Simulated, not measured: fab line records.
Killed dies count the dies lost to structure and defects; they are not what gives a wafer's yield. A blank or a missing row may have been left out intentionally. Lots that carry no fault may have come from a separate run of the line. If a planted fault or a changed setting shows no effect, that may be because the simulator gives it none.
Split-lot study -- flow sfq_line -- 5 lots, 23 wafers read, on a route of 325 steps

THE SPLIT
At SFQ_TRILAYER_M5_LITHO_PEB_126 (peb time 60 s), the setting peb_temp_c was moved away from the recipe's 115 C on 6 of the 23 wafers read, by -2.8% to +2.0%. This setting was run at the recipe's value on the other wafers.

FROM THE SPLIT TO THE READING: what the file shows between them, 1 step
- SFQ_TRILAYER_M5_LITHO_DEVELOP_125: time 60 s

THE READING
M5.cd_nm (the simulator's own value, which no gauge read), in nm, at SFQ_TRILAYER_M5_BARC_OPEN_METAL_ETCH_161 (etches BARC in O2, target depth 125 nm, time 41.7 s). No usual value for it is given in the file. Across the 17 wafers here that went through the recipe, the average is 699.7 nm and the standard deviation 1.5 nm.

wafer,"tool, chamber at the split","peb_temp_c as run, C",against the recipe,"M5.cd_nm, nm",against lot-mates on the recipe
L075.1,"litho_track-03, 0",115,recipe,701.6,-
L075.3,"litho_track-03, 0",115,recipe,700.2,-
L075.6,"litho_track-03, 0",115,recipe,699.6,-
L076.1,"litho_track-04, 0",111.8,-2.8%,763.9,+65.9
L076.2,"litho_track-04, 0",111.8,-2.8%,765.1,+67.1
L076.3,"litho_track-04, 0",115,recipe,698.1,-
L076.4,"litho_track-04, 0",115,recipe,697.9,-
L076.5,"litho_track-04, 0",111.8,-2.8%,764.6,+66.6
L079.1,"litho_track-02, 0",115,recipe,697.9,-
L079.2,"litho_track-02, 0",115,recipe,699.9,-
L079.4,"litho_track-02, 0",115,recipe,701.6,-
L079.5,"litho_track-02, 0",115,recipe,696.7,-
L079.6,"litho_track-02, 0",115,recipe,701.5,-
L082.1,"litho_track-04, 0",117.3,+2.0%,660.8,-38.5
L082.3,"litho_track-04, 0",115,recipe,698.7,-
L082.4,"litho_track-04, 0",115,recipe,699.9,-
L082.5,"litho_track-04, 0",117.3,+2.0%,661.2,-38.1
L082.6,"litho_track-04, 0",117.3,+2.0%,660.7,-38.6
L085.1,"litho_track-04, 0",115,recipe,699.8,-
L085.3,"litho_track-04, 0",115,recipe,699.5,-
L085.4,"litho_track-04, 0",115,recipe,701.2,-
L085.5,"litho_track-04, 0",115,recipe,701.9,-
L085.6,"litho_track-04, 0",115,recipe,698.6,-

FIT RESULTS
A straight line over all 23 wafers: M5.cd_nm changes by -21.9 nm for each +1% of peb_temp_c; r = -1.00; the points scatter about the line by 2.5 nm.
The same after taking each lot's own level away (the mean of its wafers on the recipe; 23 wafers): -22.2 nm for each +1%; r = -1.00; scatter 2.8 nm.
That fit puts the effect of the largest move of peb_temp_c on the reading at 62 nm.
Across the lots, their own levels run from 698.00 to 700.47 nm, a range of 1.6 times the standard deviation given above.
So the lot-to-lot level changes the slope little: the two slopes agree.
Check: +62.3 nm against its lot-mates is what the line predicts for one of the wafers moved furthest among these (-2.8%) when that wafer is left out of the fit. Against them it came out at +65.9 nm.

ADDITIONAL SPLITS CARRIED BY THESE WAFERS
These wafers also went through other splits before the reading. Each is held against what the fit with the lots' levels taken away leaves over:
other split on the same wafers,wafers away from the commonest value,r with M5.cd_nm (lot level and that fit taken away)
SFQ_TRILAYER_I4_VIA_LITHO_PEB_106 peb_time_s,9,-0.11
SFQ_TRILAYER_JJ_TRILAYER_DEP_SPUTTER_110 time_s,5,-0.20
SFQ_TRILAYER_JJ_CE_LITHO_COAT_114 resist_thk_nm,9,+0.19

THE FILE'S OWN FIT
M5.cd_nm changes by -22.3 nm for each +1% of peb_temp_c, r = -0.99.
